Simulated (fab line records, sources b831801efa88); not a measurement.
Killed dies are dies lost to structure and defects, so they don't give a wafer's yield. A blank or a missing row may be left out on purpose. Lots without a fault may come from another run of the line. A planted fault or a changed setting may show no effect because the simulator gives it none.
fab line records | flow sky130
record lots=4 wafers=12 last_day=48
route steps=708 shown VIA1@473 METAL2@483 VIA2@507 PAD_OPEN@708
lots that met no fault: from a run of the same line without faults
start_h: hours from the record's first day to the start of the lot's first wafer shown | wait_h: hours since the lot's step before | " the same as in the row above | L1.1+2: a row that stands for several wafers | - no value, or no start given | * or withheld: withheld | < > ~ a bound
route shown NAME@n: a module of which the file shows steps, and the number in the route of the first | usual: mean/standard deviation of fault-free wafers | same: alike in all rows | chamber/n: place in a boat | sites: the reading at each site | _std_site: their standard deviation | _edge_site: outer sites' mean less inner sites' | radius_mm: how far each site lies from the wafer's centre | mask NAME#n: copy n | behind: the tool/chamber that last shaped the wafer | hold: why the lot was held/for how many hours/how that ended | device: the transistor (n, p or np) that didn't switch | end of line: the same wafers' tests at the end of the route | a step without rows: its recipe alone | killed: dies lost to structure and defects at the first sort, not the wafer's yield | map: a wafer's dies, x killed, . not, _ none there
set.NAME: the setting as run; set.NAME@STEP: as run at that earlier step | model.NAME: the simulator's own value behind a step, which no gauge read
lots at some steps of the route; a table a step, a row a wafer
services: from which hour (start_h, from the record's first day; less than 0 if before it) a tool's chamber was out of use, for how many hours, and why
## steps
# step SKY_VIA1_ETCH_15
# recipe target=SiO2 chemistry=C4F8/O2/Ar target_depth_nm=351 stop_on=TiN mask_material=KrF-thick source_w=1500 bias_w=1200 pressure_mtorr=40 c4f8_flow_sccm=withheld O2_flow_sccm=6 Ar_flow_sccm=300 time_s=54
# step SKY_VIA1_STRIP_16
# recipe chemistry=O2/N2 power_w=1400 pressure_mtorr=1500 platen_temp_c=withheld o2_flow_sccm=3000 n2_flow_sccm=300 overash_fraction=0.5
# step SKY_VIA1_STRIP_17
# recipe chemistry=post_etch_residue_remover time_s=1200 temp_c=72.5
# step SKY_VIA1_CLEAN_18
# recipe chemistry=IPA time_s=180 temp_c=25
# step SKY_VIA1_CLEAN_19
# recipe chemistry=O3/DIW dry=n2_spin
# step SKY_VIA1_SPUTTER_20
# recipe material=TiN target_thk_nm=20 chamber_pressure_pa=5 power_w=4000 time_s=80
# step SKY_VIA1_CVD_21
# recipe material=W target_thk_nm=270 time_s=80.902 temp_c=400 pressure_torr=40
# step SKY_VIA1_CMP_24
# recipe stop_on=SiO2 t_overpolish_s=15 down_force_psi=3.5 platen_rpm=60 target_thk_nm=0 pad_velocity_m_s=0.94248
# step SKY_METAL2_SPUTTER_00
# recipe material=Ti target_thk_nm=15 power_w=3000 time_s=10 chamber_pressure_pa=0.4
# step SKY_METAL2_SPUTTER_01
# recipe material=TiN target_thk_nm=20 power_w=6755 time_s=16.7 chamber_pressure_pa=0.4
# step SKY_METAL2_SPUTTER_02
# recipe material=AlCu target_thk_nm=250 power_w=10600 time_s=13.3 chamber_pressure_pa=0.4
# usual throttle_valve_pct=30.6/1
# columns lot.wafer tool chamber start_h wait_h throttle_valve_pct
L626.2 pvd_sputter-01 - 833.34 0.0 32.0
L626.4 " - " " 29.9
L626.5 " - " " 30.1
L630.2 pvd_sputter-01 - 862.42 0.0 29.0
L630.5 " - " " 30.2
L630.6 " - " " 29.2
L631.2 pvd_sputter-01 - 880.20 0.0 29.0
L631.4 " - " " 30.1
L631.6 " - " " 31.4
L632.1 pvd_sputter-03 - 893.72 0.0 29.8
L632.2 " - " " 30.4
L632.5 " - " " 30.3
# step SKY_METAL2_SPUTTER_03
# recipe material=Ti target_thk_nm=5 power_w=3000 time_s=3.3 chamber_pressure_pa=0.4
# step SKY_METAL2_SPUTTER_04
# recipe material=TiN target_thk_nm=70 power_w=6500 time_s=58.3 chamber_pressure_pa=0.4
# step SKY_METAL2_DEHYDRATE_07
# recipe temp_c=200 time_s=60
# step SKY_METAL2_HMDS_08
# recipe prime_time_s=60 prime_temp_c=120
# step SKY_METAL2_COAT_09
# recipe resist=BARC temp_c=withheld time_s=withheld spin_rpm=3000 resist_thk_nm=60
# step SKY_METAL2_COAT_10
# recipe resist=KrF-thick spin_rpm=3000 resist_thk_nm=450
# step SKY_METAL2_SOFTBAKE_11
# recipe temp_c=100 time_s=90 resist=KrF-thick
# step SKY_METAL2_EXPOSE_12
# recipe mask_id=MM2 na=0.8 source_shape=annular sigma_inner=0.55 sigma_outer=0.85 target_cd_nm=140 dose_mj=28
# step SKY_METAL2_PEB_13
# recipe peb_temp_c=withheld peb_time_s=withheld resist=KrF-thick
# step SKY_METAL2_DEVELOP_14
# recipe develop_time_s=60 resist=KrF-thick dev_temp_c=21
# step SKY_METAL2_DESCUM_17
# recipe chemistry=O2 source_power_w=150 bias_power_w=0 pressure_mtorr=10 temp_c=40 time_s=8
# step SKY_METAL2_ETCH_18
# recipe chemistry=N2/H2 target=BARC ion_energy_ev=200 bias_w=100 pressure_mtorr=30 n2_flow_sccm=100 h2_flow_sccm=200 icp_w=500 stop_on=SiO2 time_s=45.9 target_depth_a=600
# step SKY_METAL2_METAL_ETCH_19
# recipe target_depth_a=3600 stop_on=SiO2 over_etch_frac=0.3 time_s=78 chemistry=Cl2/BCl3 resist_sidewall_deg=88 pressure_mtorr=10 icp_w=900 bias_w=48.5 Cl2_flow_sccm=60 bcl3_flow_sccm=30
# step SKY_METAL2_STRIP_20
# recipe chemistry=O2/N2 power_w=1400 pressure_mtorr=1500 platen_temp_c=withheld o2_flow_sccm=3000 n2_flow_sccm=300 overash_fraction=0.5
# step SKY_METAL2_STRIP_21
# recipe chemistry=post_etch_residue_remover time_s=1200 temp_c=72.5
# step SKY_METAL2_CLEAN_22
# recipe chemistry=IPA time_s=180 temp_c=25
# step SKY_METAL2_CLEAN_23
# recipe chemistry=O3/DIW dry=n2_spin
# step SKY_VIA2_HDPCVD_00
# recipe material=SiO2 target_thk_nm=1180 sigma_open_frac=0.3 time_s=196.7 temp_c=400 sih4_flow_sccm=60 pressure_mtorr=6
# step SKY_VIA2_CMP_02
# recipe material=SiO2 down_force_psi=4 platen_rpm=58.52 pad_velocity_m_s=0.94248
# step SKY_VIA2_DEHYDRATE_04
# recipe temp_c=200 time_s=60
# step SKY_VIA2_HMDS_05
# recipe prime_time_s=60 prime_temp_c=120
# step SKY_VIA2_COAT_06
# recipe resist=BARC temp_c=withheld time_s=withheld spin_rpm=3000 resist_thk_nm=60
# step SKY_VIA2_COAT_07
# recipe resist=KrF-thick spin_rpm=3000 resist_thk_nm=450
# step SKY_PAD_OPEN_PROBE_99
# usual defect_limited_yield=82.5/2.1 killed_at_M0_to_M3=43/7.7 killed_at_M4_up=3.4/1.9 killed_at_contacts=25/5.6 killed_at_front_end=14/4.3 killed_at_other=0.2/0.5 killed_dies=86/10 killed_open=47/7.2 killed_short=39/6.7 sort_bin_3_pad_short=0.9/0.46 sort_bin_5_function=10.4/1.5 sort_bin_6_memory=6.2/1.2 sort_n_pass=406/10 sort_yield_pct=82.5/2.1
# same gross_dies=492 killed_at_back_side=0 sort_bin_4_leakage[%]=0 sort_bin_8_speed[%]=0
# columns lot.wafer tool chamber start_h wait_h hold defect_limited_yield[%] killed_at_M0_to_M3 killed_at_M4_up killed_at_contacts killed_at_front_end killed_at_other killed_dies killed_open killed_short sort_bin_3_pad_short[%] sort_bin_5_function[%] sort_bin_6_memory[%] sort_n_pass sort_yield_pct[%] model.etest.tester.sort_n_pass model.etest.tester.sort_yield_pct model.etest.tester.sort_bin_5_pct model.etest.tester.sort_bin_3_pct
L626.2 prober-01 - 1109.16 0.1 - 82.7 50 3 14 18 0 85 41 44 0.8 9.1 7.3 407 82.7 407 82.72 9.146 0.813
L626.4 prober-01 - 1109.26 0.2 - 81.1 45 5 28 15 0 93 57 36 0.6 11.4 6.9 399 81.1 399 81.1 11.38 0.6098
L626.5 prober-01 - 1109.31 0.2 - 82.3 49 2 23 13 0 87 49 38 0.4 10.4 6.9 405 82.3 405 82.32 10.37 0.4065
L630.2 prober-01 - 1130.91 0.1 await_dispo/7.4h/release 75.4 87 4 26 4 0 121 43 33 3.9 15.0 5.7 371 75.4 371 75.41 15.04 3.862
L630.5 prober-01 - 1131.06 0.2 await_dispo/7.4h/release 72.2 84 6 25 22 0 137 53 45 4.3 16.3 7.3 355 72.2 355 72.15 16.26 4.268
L630.6 prober-01 - 1131.11 0.2 await_dispo/7.4h/release 72.4 78 1 33 24 0 136 61 34 2.4 16.9 8.3 356 72.4 356 72.36 16.87 2.439
L631.2 prober-02 - 1143.19 0.1 await_dispo/2.9h/release 75.4 93 2 15 10 1 121 53 23 3.7 15.9 5.1 371 75.4 371 75.41 15.85 3.659
L631.4 prober-02 - 1143.29 0.2 await_dispo/2.9h/release 81.1 62 3 19 9 0 93 33 28 2.6 12.0 4.3 399 81.1 399 81.1 11.99 2.642
L631.6 prober-02 - 1143.39 0.2 await_dispo/2.9h/release 71.5 111 1 24 4 0 140 50 25 3.9 15.9 8.7 352 71.5 352 71.54 15.85 3.862
L632.1 prober-01 - 1153.21 0.1 - 84.6 34 6 27 9 0 76 43 33 0.8 8.7 5.9 416 84.6 416 84.55 8.74 0.813
L632.2 prober-01 - 1153.26 0.1 - 82.9 54 7 12 11 0 84 47 37 1.0 8.3 7.7 408 82.9 408 82.93 8.333 1.016
L632.5 prober-01 - 1153.41 0.2 - 85.2 37 3 22 11 0 73 40 33 0.6 10.0 4.3 419 85.2 419 85.16 9.959 0.6098
# killed by level:class
L626.2 VIA2:geometric_particle:open=8 VIA1:geometric_particle:open=8 FIELD_ISO:geometric_particle:open=6 METAL1:geometric_particle:short=6 METAL3:geometric_particle:short=6 VIA3:geometric_particle:short=5 POLY_GATE:geometric_particle:open=5 METAL2:geometric_particle:short=5
L626.4 VIA1:geometric_particle:open=15 CONTACT:geometric_particle:open=12 VIA3:geometric_particle:open=10 FIELD_ISO:geometric_particle:short=7 VIA2:geometric_particle:open=7 LI_CONTACT:geometric_particle:open=6 LI_CONTACT:geometric_particle:short=5 POLY_GATE:geometric_particle:open=4
L626.5 VIA1:geometric_particle:open=10 VIA3:geometric_particle:open=10 VIA2:geometric_particle:open=7 VIA2:geometric_particle:short=6 CONTACT:geometric_particle:open=6 LOCAL_INTERCONNECT:geometric_particle:short=5 LI_CONTACT:geometric_particle:open=4 METAL1:geometric_particle:short=4
L630.2 METAL2:unspecified=45 CONTACT:geometric_particle:open=12 VIA1:geometric_particle:open=9 METAL1:geometric_particle:short=8 LI_CONTACT:geometric_particle:open=7 VIA2:geometric_particle:open=6 CONTACT:geometric_particle:short=5 METAL2:geometric_particle:short=5
L630.5 METAL2:unspecified=39 VIA1:geometric_particle:open=10 CONTACT:geometric_particle:open=10 FIELD_ISO:geometric_particle:open=8 METAL1:geometric_particle:short=6 METAL2:geometric_particle:short=6 FIELD_ISO:geometric_particle:short=5 LOCAL_INTERCONNECT:geometric_particle:short=5
L630.6 METAL2:unspecified=41 VIA1:geometric_particle:open=13 CONTACT:geometric_particle:open=12 LI_CONTACT:geometric_particle:open=11 FIELD_ISO:geometric_particle:short=9 FIELD_ISO:geometric_particle:open=9 METAL1:geometric_particle:short=6 VIA3:geometric_particle:short=4
L631.2 METAL2:unspecified=45 VIA1:geometric_particle:open=15 VIA3:geometric_particle:open=13 CONTACT:geometric_particle:open=6 VIA1:geometric_particle:short=6 LI_CONTACT:geometric_particle:open=5 VIA2:geometric_particle:open=5 FIELD_ISO:geometric_particle:open=4
L631.4 METAL2:unspecified=32 LI_CONTACT:geometric_particle:open=7 VIA1:geometric_particle:open=5 METAL1:geometric_particle:short=5 METAL2:geometric_particle:short=5 VIA2:geometric_particle:open=5 FIELD_ISO:geometric_particle:open=4 VIA3:geometric_particle:open=4
L631.6 METAL2:unspecified=65 VIA1:geometric_particle:open=18 CONTACT:geometric_particle:open=8 VIA2:geometric_particle:open=8 VIA3:geometric_particle:open=6 LI_CONTACT:geometric_particle:open=5 LOCAL_INTERCONNECT:geometric_particle:short=4 METAL2:geometric_particle:short=4
L632.1 VIA1:geometric_particle:open=12 LI_CONTACT:geometric_particle:open=11 CONTACT:geometric_particle:open=6 LOCAL_INTERCONNECT:geometric_particle:short=5 VIA2:geometric_particle:open=5 METAL4:geometric_particle:short=5 CONTACT:geometric_particle:short=4 VIA1:geometric_particle:short=4
L632.2 VIA2:geometric_particle:open=12 VIA1:geometric_particle:open=9 METAL1:geometric_particle:short=8 VIA3:geometric_particle:open=8 METAL4:geometric_particle:short=5 CONTACT:geometric_particle:open=4 VIA2:geometric_particle:short=4 VIA3:geometric_particle:short=4
L632.5 VIA1:geometric_particle:open=9 CONTACT:geometric_particle:open=8 LI_CONTACT:geometric_particle:open=7 VIA1:geometric_particle:short=5 METAL2:geometric_particle:short=5 VIA2:geometric_particle:open=5 POLY_GATE:geometric_particle:short=4 METAL1:geometric_particle:short=4
# map L630.5 (x killed, . not)
__________x...x..x.._________
________...xxxx.x...x._______
______xx......x.....xxxx_____
_____x.x......x..........____
____xxxx........x.x...x...___
___xxxxxx.....x.x....xx...x__
__xxxxxx.x..x....x..xx......_
_xxxxxxx....x.x..x........xx.
_xxxxxx.x.......x.......x.x..
_xxxx.x.x....xx..x...xxxx....
_.x.x.x...xx.......x.x..x....
_..x.....x......x....x.x..x..
_...x............xx..........
_x......x......x.x...x...xx..
_.xx....x.x......x.x.....x...
__...x.x.x..x.........x....._
___......x.....x....x......__
____.x...........x.x......___
_____..x......x..x.x.....____
______x......x...x......_____
________.........x...._______
__________..x.xxx..._________
# map L631.6 (x killed, . not)
__________.x.x......_________
________.....x...x...._______
______x...x............._____
_____....x......x.x....x.____
____.x......x....x........___
___...x.....x..xxxxx.....x.__
__......x....xxxxx.x.x...x.x_
_..x..x...xxxxxxxxxxx........
_...x...x...xxxxxxxxxx.xx...x
_.....x...x.xxxxxxxxxx.......
_..........xxxxxxxxxx.xx.x.x.
_.x.x....xxx.xxxxxxxx.......x
_......x....xxx.x..x.x.xx....
_.x.....x..x....x.xx....x...x
_......x.....x.........x.xx.x
__......x...x.x..x.x........_
___.....................x..__
____.x.x.....x............___
_____.....xx..x..........____
______x...x.....x......._____
________.......x..x..._______
__________x........._________
## services
# columns tool chamber start_h hours kind
pvd_sputter-01 3 862.51 - consumable_replace:kit
pvd_sputter-01 3 862.51 18.0 scheduled_down
pvd_sputter-01 3 862.51 18.0 vent_cycle
## key
first_sign step=SKY_PAD_OPEN_PROBE_99 reading=killed_at_M0_to_M3 direction=up sigmas=5.6 usual=43 struck=86
effect step=SKY_PAD_OPEN_PROBE_99 reading=sort_bin_3_pad_short direction=up sigmas=5.6 usual=0.9 struck=3.5
model_effect step=SKY_PAD_OPEN_PROBE_99 value=etest.tester.sort_n_pass without=406.5 struck=367.3
met_at SKY_METAL2_SPUTTER_02
struck_wafers L630.2,L630.5,L630.6,L631.2,L631.4,L631.6
onset_between 833.34 862.42
fault kind=chamber_particle_source tool=pvd_sputter-01 chamber=- onset_h=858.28 steps=SKY_METAL2_SPUTTER_02 rate_per_visit_cm2=1.4127 end_h=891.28
